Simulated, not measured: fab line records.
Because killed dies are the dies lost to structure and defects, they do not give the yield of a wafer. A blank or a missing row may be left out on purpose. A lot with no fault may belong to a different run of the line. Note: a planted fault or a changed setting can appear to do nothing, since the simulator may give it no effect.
Which of the tools did it? ; flow sfqLine ; 14 lots with 42 wafers sampled at 3 steps, on a route of 325 steps

## WHAT THE GAUGES READ, wafer by wafer
SFQ_I4_BOW_MEAS_927.
lot;measured;on;I4_BOW (um)
L994;day 45 05:16;filmMetro-01;-5 -1 -2
L997;day 47 00:14;filmMetro-01;1 0 4
L998;day 47 03:45;filmMetro-02;-22 6 -11
L999;day 47 06:16;filmMetro-01;9 12 2
L100;day 47 09:14;filmMetro-01;-4 -5 -18
L101;day 47 12:14;filmMetro-03;-7 3 -7 - - -
L102;day 47 15:16;filmMetro-03;-9 1 4 - - -
L108;day 56 14:03;filmMetro-01;2 -1 11
L109;day 57 06:50;filmMetro-01;6 2 3
L113;day 59 10:46;filmMetro-03;-2 9 -3
L114;day 59 14:20;filmMetro-01;15 5 18
L115;day 59 20:44;filmMetro-02;2 -8 9
L116;day 59 22:47;filmMetro-03;-7 -1 6
L117;day 60 01:47;filmMetro-03;-4 -4 -2

## WHICH TOOL RAN EACH LOT (tool, then ch and the chambers of the sampled wafers, then the start)
lot;SFQ_TRILAYER_I3_CMP_CMP_082;SFQ_TRILAYER_I4_CMP_CMP_100
L994;cmp-02 ch 1,2,3, day 33 05:08;cmp-01 ch 1,2,3, day 45 02:14
L997;cmp-02 ch 0,1,2, day 34 09:38;cmp-01 ch 0,1, day 46 21:44
L998;cmp-01 ch 0,2, day 35 03:06;cmp-02 ch 0,1,2, day 47 01:44
L999;cmp-02 ch 0,2,3, day 35 06:08;cmp-01 ch 0,1,2, day 47 03:14
L100;cmp-01 ch 1,2,3, day 35 10:36;cmp-01 ch 0,1,3, day 47 07:14
L101;cmp-01 ch 1,3, day 39 04:01;cmp-01 ch 0,2,3, day 47 09:44
L102;cmp-01 ch 0,2, day 39 13:01;cmp-01 ch 0,2,3, day 47 13:14
L108;cmp-02 ch 1,2, day 47 09:44;cmp-01 ch 0,1, day 56 11:32
L109;cmp-02 ch 1,2,3, day 48 01:44;cmp-01 ch 0,3, day 57 03:50
L113;cmp-02 ch 2,3, day 49 03:44;cmp-01 ch 1,2,3, day 59 08:16
L114;cmp-02 ch 0,1, day 49 07:14;cmp-02 ch 1,2, day 59 11:20
L115;cmp-02 ch 1,2,3, day 49 12:44;cmp-02 ch 0,1,3, day 59 18:14
L116;cmp-02 ch 1,2,3, day 49 15:44;cmp-01 ch 0,2,3, day 59 20:16
L117;cmp-01 ch 1,2, day 49 21:14;cmp-01 ch 0,1,2, day 59 22:46
- SFQ_TRILAYER_I3_CMP_CMP_082: polishes SiO2.
- SFQ_TRILAYER_I4_CMP_CMP_100: polishes SiO2.

## AS READ BY THE TOOLS THEMSELVES (means over the sampled wafers that have a number; for cases with no such wafer, the mark the record gives instead)
SFQ_TRILAYER_I3_CMP_CMP_082.
lot;tool;motorCurrentA (A);slurryFilterDpKPa (kPa);timeToEndpointS (s)
L994;cmp-02;11.2;13.40;208
L997;cmp-02;10.6;13.41;216
L998;cmp-01;9.7;13.66;215
L999;cmp-02;10.3;13.43;221
L100;cmp-01;10.4;13.64;212
L101;cmp-01;10.0;13.54;223
L102;cmp-01;9.8;13.43;218
L108;cmp-02;11.4;13.45;212
L109;cmp-02;11.1;13.51;212
L113;cmp-02;11.4;13.49;211
L114;cmp-02;11.0;13.32;214
L115;cmp-02;11.5;13.50;205
L116;cmp-02;11.6;13.39;209
L117;cmp-01;9.9;13.45;213

SFQ_TRILAYER_I4_CMP_CMP_100.
lot;tool;motorCurrentA (A);slurryFilterDpKPa (kPa);timeToEndpointS (s)
L994;cmp-01;10.3;13.33;214
L997;cmp-01;9.7;13.54;220
L998;cmp-02;10.7;13.41;212
L999;cmp-01;9.5;13.51;216
L100;cmp-01;10.0;13.31;215
L101;cmp-01;9.9;13.70;238
L102;cmp-01;9.2;13.54;234
L108;cmp-01;9.5;13.44;211
L109;cmp-01;9.3;13.47;226
L113;cmp-01;10.3;13.55;208
L114;cmp-02;11.7;13.57;223
L115;cmp-02;11.2;13.59;216
L116;cmp-01;9.7;13.63;225
L117;cmp-01;9.6;13.43;212

## THE ANSWER, worked out from the rows above alone
Rule: the lots themselves supply what counts as usual. Put in order of their means at a reading, lots are off if they are a third of the lots or fewer, leave a main group of 4 or more, and stand apart from it by a gap of 3 or more times the standard deviation of the main group's means; of several such gaps the widest counts. Not used: any main group whose means are identical at the precision the tables above print for the reading. A lot without any number at a reading at which 4 lots or more have one is off too. Any other lot the step has rows for is counted as sound. After the gauges, taken in route order, come the tools' own readings; for these a lot's mean is taken, as printed above. At the first step where some lot is off, the reading lying furthest off is the one used; lots without a number count as furthest.
Nothing can be told from this: no lot is off at any reading shown.

## WHAT WAS PUT IN BY THE SIMULATOR
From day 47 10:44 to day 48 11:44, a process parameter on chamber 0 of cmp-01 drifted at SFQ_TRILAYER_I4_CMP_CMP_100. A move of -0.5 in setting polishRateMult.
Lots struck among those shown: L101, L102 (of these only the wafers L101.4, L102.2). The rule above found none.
